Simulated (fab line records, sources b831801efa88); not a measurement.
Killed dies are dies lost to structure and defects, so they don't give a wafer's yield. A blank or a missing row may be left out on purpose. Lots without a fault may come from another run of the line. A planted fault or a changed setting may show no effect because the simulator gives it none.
One fault seen from 2 desks | flow gf180mcu | each desk has only its own numbers; what lay behind them comes last

THE TOOL OWNER'S DESK: litho_track-04
The tool's own readings at GF_M3_SOFTBAKE_10 (time 60 s): means of the sampled wafers that have a number, for each lot that ran on this tool. A lot is out of limits, marked OUT, if its mean lies more than 4 standard deviations from the usual mean; the brackets give that distance.
Columns: A = run_length_s at GF_M3_SOFTBAKE_10, usual 88.92 s
lot  | first seen here | A
L961 | day 21 16:23    | 88.90
L963 | day 22 10:37    | 89.06
L965 | day 23 09:17    | 88.98
L966 | day 23 19:55    | 89.17
L968 | day 24 03:52    | 89.05
L967 | day 24 06:38    | 89.07
L970 | day 24 22:46    | 94.35 (+29) OUT
L973 | day 25 15:43    | 94.33 (+28) OUT
L982 | day 28 10:19    | 89.07
This desk's finding: out of limits on L970, L973; first on L970, day 24 22:46 (run_length_s at GF_M3_SOFTBAKE_10). In limits: L961, L963, L965, L966, L968, L967, L982.

THE METROLOGY DESK
What the gauges read, lot by lot, whatever tool the lot ran on: means of the sampled wafers that have a number. A lot is out of limits, marked OUT, if its mean lies more than 4 standard deviations from the usual mean; the brackets give that distance.
Columns: A = V2_W_THK at GF_V2_THK_MEAS_25, usual 347 nm; B = M3_OVL at GF_M3_OVL_MEAS_15, usual 2 nm
lot  | first seen here | A   | B
L961 | day 21 04:21    | 348 | 13
L963 | day 21 22:40    | 348 | 7
L962 | day 22 00:43    | 344 | -2
L965 | day 22 21:47    | 355 | -2
L966 | day 23 08:22    | 346 | 0
L968 | day 23 15:55    | 351 | 4
L967 | day 23 19:24    | 349 | 1
L970 | day 24 11:16    | 343 | 5
L971 | day 24 13:52    | 348 | 0
L972 | day 24 22:43    | 350 | 2
L973 | day 25 04:25    | 352 | 0
L974 | day 25 11:04    | 348 | 5
L977 | day 26 11:12    | 335 | 4
L982 | day 28 00:41    | 343 | -2
This desk's finding: nothing out of limits on any of the 14 lots.

PUT TOGETHER
The tool owner's desk could have raised an alarm at day 24 22:46, on L970, L973.
The metrology desk saw nothing out of limits.
The metrology desk has L970, L973 on record, within its limits.
Of the lots named, all ran GF_M3_SOFTBAKE_10 on litho_track-04.

WHAT THE SIMULATOR HAD PUT IN
Process parameter drift: litho_track-04, from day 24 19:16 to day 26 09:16, at GF_M3_SOFTBAKE_10. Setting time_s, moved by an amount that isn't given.
Lots struck among those shown: L970, L973.
Hours from the fault's start to each desk's first reading out of limits: the tool owner's desk, 4.
